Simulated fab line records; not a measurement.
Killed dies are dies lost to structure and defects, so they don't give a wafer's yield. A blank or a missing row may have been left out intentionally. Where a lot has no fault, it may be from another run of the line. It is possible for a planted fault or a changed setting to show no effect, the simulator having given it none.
A lot that was struck, set against a sound lot :: flow sky130 :: 16 out of 708 route steps
Sound: these wafers, L165.1, L165.4, L165.6. Wafers struck: L180.1, L180.4, L180.6. The cause comes at the end.
Order at every step that has rows: each side's tool, ch and its chambers, its first start. Under that, the readings that differ: sound wafers :: struck wafers :: difference of the means :: sigmas: that difference in standard deviations of wafers without a fault.
alike: readings whose means differ by less than 2 such deviations, and words and numbers that are the same on both sides. not compared: withheld readings, readings that some wafer has no value for, bounds like >300 that may hide the same value, and numbers for which the record gives no deviation and whose values overlap.
Wherever a step has rows on one side only, a row that says differs or no value, or a row with sigmas, the two part there. Numbers that don't overlap but have no deviation are shown without sigmas and don't part them. A reading that every wafer of one side lacks parts them only if that side has two wafers or more.

first, 5 steps without rows for these wafers: SKY_POLY_GATE_COAT_08 (resist thk 450 nm); SKY_POLY_GATE_SOFTBAKE_09 (time 90 s); SKY_POLY_GATE_EXPOSE_10 (exposes mask P1M, target cd 150 nm); SKY_POLY_GATE_PEB_11; SKY_POLY_GATE_DEVELOP_12 (develop time 60 s).
SKY_POLY_GATE_CD_MEAS_13: the cd target is 150 nm.
  sound on cd-sem-01, day 16 19:37; struck on cd-sem-01, day 22 12:37
  alike: cd-nm
SKY_POLY_GATE_OVL_MEAS_14:
  sound on overlay-01, day 16 19:44; struck on overlay-01, day 22 12:44
  alike: POLY_GATE_OVL
SKY_POLY_GATE_ETCH_15: etches BARC in N2/H2, stops on SiO2, time 118.5 s, target depth 110 nm.
  sound on rie-diel-03 ch 0,1, day 16 19:47; struck on rie-diel-02 ch 0,2,3, day 22 12:46
  alike: drypump-motor-current-A, oes-product-au, throttle-valve-pct
  not compared: rf-hours-counter-h
SKY_POLY_GATE_ETCH_16: etches Si3N4 in CH3F/O2, stops on poly-Si, time 147.5 s, target depth 75 nm.
  sound on rie-diel-03 ch 0,1, day 16 19:52; struck on rie-diel-02 ch 0,2,3, day 22 12:51
  alike: O2_flow_sccm, drypump-motor-current-A, oes-product-au, throttle-valve-pct
  not compared: rf-hours-counter-h
SKY_POLY_GATE_ETCH_17: etches poly-Si in HBr/Cl2, stops on SiO2, target depth 180 nm, time 70.5 s.
  sound on rie-si-02 ch 1,2, day 16 19:58; struck on rie-si-01 ch 0,2, day 22 12:57
  alike: drypump-motor-current-A, mfc-cl2-sccm, oes-product-au, throttle-valve-pct
  not compared: rf-hours-counter-h
SKY_POLY_GATE_STRIP_18: strips in O2/N2.
  sound on plasma-asher-03 ch 0,1, day 16 20:01; struck on plasma-asher-04 ch 0,1, day 22 13:00
  alike: drypump-motor-current-A, oes-product-au, strip-time-to-endpoint-s
  not compared: rf-hours-counter-h
then, 1 step without rows for these wafers: SKY_POLY_GATE_CLEAN_19 (cleans in SC1/SC2, time 150 s).
SKY_POLY_GATE_OXIDATION_20: stabilise 600 s, purge 300 s, target thk 4 nm.
  sound on furnace-01 ch 0, day 17 04:05; struck on furnace-01 ch 0, day 22 13:10
reading: spike-tc-bottom-C (C)
sound: 865 866 868
struck: 905 904 906
difference: +39
sigmas: +9

reading: spike-tc-centre-C (C)
sound: 849.7 849.8 850.2
struck: 889.1 888.8 892.1
difference: +40.1
sigmas: +36

reading: spike-tc-lower-C (C)
sound: 851.6 851.4 850.3
struck: 888.9 891.7 890.7
difference: +39.3
sigmas: +36

reading: spike-tc-top-C (C)
sound: 857 857 858
struck: 896 897 897
difference: +39
sigmas: +11

reading: spike-tc-upper-C (C)
sound: 850.0 850.2 849.3
struck: 889.3 889.0 890.9
difference: +39.9
sigmas: +40

reading: tube-center-temp-C (C)
sound: 849.91 849.94 849.97
struck: 889.59 889.54 889.66
difference: +39.66
sigmas: +99 or more

reading: tube_center_temp_C_max
sound: 851.7 852.3 852.0
struck: 891.8 891.4 891.4
difference: +39.5
sigmas: +99 or more

reading: zone-power-bottom-pct (%)
sound: 23.8 23.5 23.7
struck: 25.9 26.2 25.6
difference: +2.2
sigmas: +3

reading: zone-power-top-pct (%)
sound: 30.9 31.4 30.5
struck: 32.6 33.1 32.2
difference: +1.7
sigmas: +5

reading: zone-power-upper-pct (%)
sound: 15.36 14.99 15.45
struck: 16.54 16.78 16.80
difference: +1.44
sigmas: +5

reading: model.SiO2_of_POLY_GATE_OXIDATION_20.thk-nm (nm)
sound: 4.27 4.196 4.194
struck: 6.421 6.367 6.413
difference: +2.180
sigmas: 
SKY_POLY_GATE_THK_MEAS_21:
  sound on film-metro-04, day 17 05:20; struck on film-metro-02, day 22 14:25
reading: POLY_GATE_OXIDATION_THK (nm)
sound: 4.25 4.23 4.19
struck: 6.38 6.39 6.40
difference: +2.17
sigmas: +25
SKY_POLY_GATE_CD_MEAS_22:
  sound on cd-sem-01, day 17 05:24; struck on cd-sem-02, day 22 14:28
  alike: cd-nm
-- here the record skips 27 days between the struck wafers' starts before and after, leaving off in module POLY_GATE and picking up in module PAD_OPEN (first step shown: number 708 of the route) --
SKY_PAD_OPEN_PROBE_99:
  sound on prober-02, day 45 23:26; struck on prober-01, day 49 10:59
reading: model.etest.tip-sonos.rs-ohm-sq
sound: 2753 2762 2682
struck: 3112 3140 3109
difference: +388
sigmas: 

reading: model.etest.tip-p.rs-ohm-sq
sound: 6766 6852 6788
struck: 7361 7323 7408
difference: +562
sigmas: 

reading: model.etest.pfet_01v8.r-on-ohm-um
sound: 2896 2846 2886
struck: 3150 3175 3116
difference: +271
sigmas: 

reading: model.etest.res-pdiff.line-ohm-um
sound: 1357 1362 1349
struck: 1425 1430 1449
difference: +79
sigmas: 

reading: model.etest.tip-n.rs-ohm-sq
sound: 446.7 441.3 445.1
struck: 494.5 493.5 496.2
difference: +50.4
sigmas: 

reading: model.etest.nfet_01v8.r-on-ohm-um
sound: 863.9 835 850
struck: 897.4 904.3 883.8
difference: +45.5
sigmas: 

reading: model.etest.res-ndiff.line-ohm-um
sound: 783.9 790.2 778.3
struck: 810.2 807.3 796
difference: +20.4
sigmas: 

reading: model.etest.sonos-uncharged.r-on-ohm-um
sound: 824.9 819.4 814.1
struck: 841.9 841.9 833
difference: +19.5
sigmas: 
  alike: killed_at_M0_to_M3, killed_at_M4_up, killed-at-contacts, killed-at-front-end, killed-at-other, killed-dies, killed-open, killed-short

== WHERE THEY PART ==
At SKY_POLY_GATE_OXIDATION_20 first; at SKY_POLY_GATE_THK_MEAS_21 last (within this record only). Later steps at which nothing parts them and some readings are alike: SKY_POLY_GATE_CD_MEAS_22, SKY_PAD_OPEN_PROBE_99.

WHY: whatever the simulator had introduced
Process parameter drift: furnace-01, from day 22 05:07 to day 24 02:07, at SKY_POLY_GATE_OXIDATION_20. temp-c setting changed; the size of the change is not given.
